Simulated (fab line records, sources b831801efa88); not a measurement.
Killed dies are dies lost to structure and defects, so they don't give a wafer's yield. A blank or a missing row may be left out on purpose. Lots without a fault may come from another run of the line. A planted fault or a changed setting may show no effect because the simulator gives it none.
Which tool did it? | flow sky130 | 24 lots, 72 wafers sampled, at 5 steps of a route of 708

WHAT THE GAUGES READ, wafer by wafer
SKY_FIELD_ISO_THK_MEAS_04. Usual: FIELD_ISO_CVD_03_THK 165.2 nm, standard deviation 1.7.
lot  | measured    | on            | FIELD_ISO_CVD_03_THK (nm) | flag
L074 | day 1 14:33 | film_metro-02 | 164.9 163.9 163.4         |
L075 | day 1 18:35 | film_metro-04 | 163.6 165.0 163.1         |
L076 | day 1 23:57 | film_metro-04 | 164.2 163.3 163.7         |
L077 | day 2 05:16 | film_metro-04 | 164.2 164.8 164.5         |
L078 | day 2 12:44 | film_metro-02 | 164.9 164.6 165.2         |
L079 | day 2 18:08 | film_metro-02 | 164.4 164.6 163.2         |
L080 | day 2 21:41 | film_metro-04 | 161.8 160.8 162.2         |
L081 | day 3 01:56 | film_metro-04 | 166.7 167.1 167.5         |
L082 | day 3 06:43 | film_metro-04 | 166.6 167.5 168.2         |
L083 | day 3 12:12 | film_metro-04 | 164.9 164.3 164.7         |
L084 | day 3 16:17 | film_metro-02 | 166.2 165.4 165.5         |
L085 | day 3 23:27 | film_metro-04 | 164.4 163.3 164.3         |
L086 | day 4 03:13 | film_metro-02 | 163.8 164.9 165.2         |
L087 | day 4 07:41 | film_metro-04 | 167.6 167.3 167.2         |
L088 | day 4 11:46 | film_metro-02 | 169.8 166.6 168.7         |
L089 | day 4 16:50 | film_metro-04 | 168.7 168.6 167.9         |
L090 | day 4 21:43 | film_metro-04 | 163.9 164.4 164.0         |
L091 | day 5 04:19 | film_metro-04 | 165.1 165.2 165.1         |
L092 | day 5 07:50 | film_metro-04 | 165.7 166.6 165.6         |
L093 | day 5 15:13 | film_metro-02 | 167.7 167.9 167.5         |
L094 | day 5 18:21 | film_metro-04 | 165.7 165.1 164.7         |
L095 | day 5 22:30 | film_metro-02 | 163.3 163.3 163.3         |
L096 | day 6 05:17 | film_metro-02 | 165.6 166.4 168.3         |
L097 | day 6 09:55 | film_metro-04 | 166.1 166.7 165.1         |

SKY_FIELD_ISO_CD_MEAS_13: target cd 150 nm. Usual: cd_nm 149.5 nm, standard deviation 1.3.
lot  | measured    | on        | cd_nm (nm)        | flag
L074 | day 2 04:57 | cd_sem-01 | 149.7 149.4 150.0 |
L075 | day 2 09:26 | cd_sem-02 | 148.7 148.5 148.5 |
L076 | day 2 14:22 | cd_sem-01 | 150.4 149.8 149.6 |
L077 | day 2 19:38 | cd_sem-01 | 150.3 150.8 151.3 |
L078 | day 3 03:34 | cd_sem-02 | 150.4 148.5 149.5 |
L079 | day 3 09:26 | cd_sem-02 | 147.9 148.9 148.9 |
L080 | day 3 13:43 | cd_sem-01 | 150.0 149.4 148.5 |
L081 | day 3 17:44 | cd_sem-02 | 151.0 149.8 149.7 |
L082 | day 3 22:58 | cd_sem-01 | 148.5 147.8 148.0 |
L083 | day 4 03:37 | cd_sem-02 | 151.1 151.0 150.2 |
L084 | day 4 08:34 | cd_sem-02 | 148.3 148.0 146.5 |
L085 | day 4 16:28 | cd_sem-02 | 151.4 149.7 150.7 |
L086 | day 4 20:28 | cd_sem-02 | 147.9 148.2 148.5 |
L087 | day 5 01:08 | cd_sem-02 | 148.7 149.4 148.2 |
L088 | day 5 05:05 | cd_sem-02 | 149.4 149.3 150.3 |
L089 | day 5 10:47 | cd_sem-02 | 149.8 151.1 150.5 |
L090 | day 5 16:11 | cd_sem-01 | 150.8 148.9 148.9 |
L091 | day 5 22:26 | cd_sem-01 | 149.4 150.8 150.0 |
L092 | day 6 02:34 | cd_sem-02 | 151.9 151.8 149.4 |
L093 | day 6 09:02 | cd_sem-01 | 152.2 151.8 152.0 |
L094 | day 6 13:08 | cd_sem-01 | 147.2 147.5 148.3 |
L095 | day 6 16:37 | cd_sem-02 | 147.1 146.3 146.0 |
L096 | day 6 23:41 | cd_sem-02 | 149.8 149.3 149.5 |
L097 | day 7 04:55 | cd_sem-02 | 149.5 150.6 151.3 |

SKY_VT_ADJUST_PCH_OVL_MEAS_07. Usual: VT_ADJUST_PCH_OVL -0.9 nm, standard deviation 1.4.
lot  | measured     | on         | VT_ADJUST_PCH_OVL (nm) | flag
L074 | day 10 10:52 | overlay-01 | 0.3 0.7 -0.4           |
L075 | day 10 14:46 | overlay-01 | -0.5 0.3 -2.2          |
L076 | day 10 22:35 | overlay-02 | -2.5 -2.9 -2.8         |
L077 | day 11 05:46 | overlay-01 | -0.9 0.4 1.3           |
L078 | day 11 22:23 | overlay-02 | -0.4 0.7 -0.2          |
L079 | day 12 01:46 | overlay-01 | -0.2 -0.6 -1.4         |
L080 | day 12 05:55 | overlay-02 | 0.6 0.6 -0.3           |
L081 | day 12 18:49 | overlay-01 | -1.5 -0.8 0.2          |
L082 | day 13 00:53 | overlay-02 | -1.4 -2.4 -1.1         |
L083 | day 13 04:55 | overlay-02 | -0.9 -1.6 -2.8         |
L084 | day 13 12:05 | overlay-01 | 0.1 1.8 1.2            |
L085 | day 13 22:31 | overlay-01 | 0.5 0.4 0.8            |
L086 | day 14 02:55 | overlay-01 | -1.0 -2.2 -0.5         |
L087 | day 14 10:55 | overlay-01 | 0.9 0.2 0.2            |
L088 | day 14 16:31 | overlay-02 | 0.6 1.3 2.2            |
L089 | day 15 01:25 | overlay-02 | -1.2 -1.3 -0.9         |
L090 | day 15 08:11 | overlay-02 | -2.9 -2.1 -2.4         |
L091 | day 15 17:47 | overlay-01 | -1.9 -1.8 -4.0         |
L092 | day 16 03:29 | overlay-02 | -2.1 -1.8 -2.0         |
L093 | day 16 14:13 | overlay-01 | -0.2 -0.5 -3.0         |
L094 | day 16 17:46 | overlay-02 | -0.5 -0.6 -2.2         |
L095 | day 16 21:23 | overlay-01 | -0.9 -0.3 -0.6         |
L096 | day 17 07:40 | overlay-01 | -2.9 -4.2 -2.0         |
L097 | day 17 14:31 | overlay-01 | -2.1 -2.7 -1.8         |

SKY_VIA2_RS_MEAS_22: measures by four-point-probe. Usual: VIA2_W_RS 0.274 ohm/sq, standard deviation 0.0031.
lot  | measured     | on            | VIA2_W_RS (ohm/sq) | flag
L074 | day 36 10:48 | film_metro-01 | 0.271 0.271 0.269  |
L075 | day 36 18:52 | film_metro-01 | 0.279 0.275 0.275  |
L076 | day 36 22:10 | film_metro-02 | 0.278 0.270 0.276  |
L077 | day 37 00:55 | film_metro-04 | 0.277 0.268 0.268  |
L078 | day 38 00:08 | film_metro-01 | 0.272 0.273 0.275  |
L079 | day 38 06:16 | film_metro-01 | 0.279 0.268 0.277  |
L080 | day 38 09:36 | film_metro-01 | 0.274 0.275 0.275  |
L081 | day 38 20:19 | film_metro-04 | 0.276 0.274 0.273  |
L082 | day 39 05:44 | film_metro-01 | 0.277 0.276 0.277  |
L083 | day 39 07:28 | film_metro-04 | 0.282 0.281 0.280  |
L084 | day 39 15:10 | film_metro-04 | 0.274 0.276 0.276  |
L085 | day 39 20:29 | film_metro-01 | 0.276 0.276 0.276  |
L086 | day 40 02:46 | film_metro-04 | 0.269 0.273 0.272  |
L087 | day 40 15:32 | film_metro-04 | 0.269 0.275 0.271  |
L088 | day 40 19:17 | film_metro-04 | 0.274 0.273 0.273  |
L089 | day 40 21:23 | film_metro-04 | 0.271 0.274 0.274  |
L090 | day 41 08:26 | film_metro-02 | 0.272 0.273 0.273  |
L091 | day 41 14:23 | film_metro-02 | 0.271 0.272 0.271  |
L092 | day 42 00:07 | film_metro-01 | 0.274 0.274 0.276  |
L093 | day 42 04:13 | film_metro-04 | 0.276 0.272 0.276  |
L094 | day 42 09:05 | film_metro-02 | 0.277 0.279 0.281  |
L095 | day 42 16:46 | film_metro-01 | 0.275 0.272 0.272  |
L096 | day 42 20:59 | film_metro-04 | 0.273 0.278 0.278  |
L097 | day 43 02:26 | film_metro-01 | 0.273 0.275 0.275  |

SKY_VIA4_RS_MEAS_19: measures by four-point-probe. Usual: VIA4_W_RS 0.2270 ohm/sq, standard deviation 0.0026.
lot  | measured     | on            | VIA4_W_RS (ohm/sq)   | flag
L074 | day 43 01:12 | film_metro-04 | 0.2267 0.2272 0.2269 |
L075 | day 43 06:16 | film_metro-01 | 0.2276 0.2261 0.2284 |
L076 | day 43 09:13 | film_metro-04 | 0.2274 0.2272 0.2294 |
L077 | day 43 13:26 | film_metro-04 | 0.2201 0.2208 0.2291 |
L078 | day 44 10:20 | film_metro-04 | 0.2243 0.2265 0.2270 |
L079 | day 44 13:48 | film_metro-04 | 0.2321 0.2322 0.2292 |
L080 | day 44 18:50 | film_metro-02 | 0.2248 0.2311 0.2241 |
L081 | day 45 03:36 | film_metro-02 | 0.2285 0.2240 0.2217 |
L082 | day 45 11:04 | film_metro-04 | 0.2263 0.2282 0.2274 |
L083 | day 45 12:35 | film_metro-04 | 0.2308 0.2247 0.2311 |
L084 | day 45 19:49 | film_metro-01 | 0.2296 0.2239 0.2277 |
L085 | day 46 01:20 | film_metro-04 | 0.2295 0.2248 0.2274 |
L086 | day 46 04:19 | film_metro-01 | 0.2289 0.2278 0.2320 |
L087 | day 46 13:59 | film_metro-02 | 0.2261 0.2268 0.2274 |
L088 | day 46 20:00 | film_metro-01 | 0.2267 0.2266 0.2272 |
L089 | day 46 21:28 | film_metro-04 | 0.2309 0.2280 0.2332 |
L090 | day 47 06:13 | film_metro-02 | 0.2274 0.2240 0.2241 |
L091 | day 47 10:23 | film_metro-01 | 0.2294 0.2255 0.2278 |
L092 | day 47 19:41 | film_metro-04 | 0.2279 0.2256 0.2235 |
L093 | day 47 22:14 | film_metro-02 | 0.2271 0.2266 0.2289 |
L094 | day 48 03:29 | film_metro-02 | 0.2235 0.2265 0.2250 |
L095 | day 48 09:07 | film_metro-02 | 0.2293 0.2234 0.2231 |
L096 | day 48 11:04 | film_metro-04 | 0.2287 0.2285 0.2273 |
L097 | day 48 15:41 | film_metro-04 | 0.2232 0.2272 0.2282 |

WHICH TOOL RAN EACH LOT (tool, then ch and the chambers of the sampled wafers, then the start)
The record holds no process step before these readings.

WHAT THE TOOLS THEMSELVES READ (means of the sampled wafers that have a number; where no wafer has one, the mark that the record gives instead)
The record holds no such reading with a usual standard deviation.

THE ANSWER, worked out from the rows above alone
Rule: a lot is off if the mean of its wafers that have a number lies more than 3 standard deviations from the usual mean. A lot without any number at a reading at which 4 lots or more have one is off too. The other lots that the step has rows for count as sound. The gauges are gone through in route order, then the tools' own readings, and for those a lot's mean is taken as printed above. The first step at which some lot is off is used, and at that step the reading that is off furthest; a lot without a number counts as furthest.
No lot is off at any reading shown: from this, nothing can be told.

WHAT THE SIMULATOR HAD PUT IN
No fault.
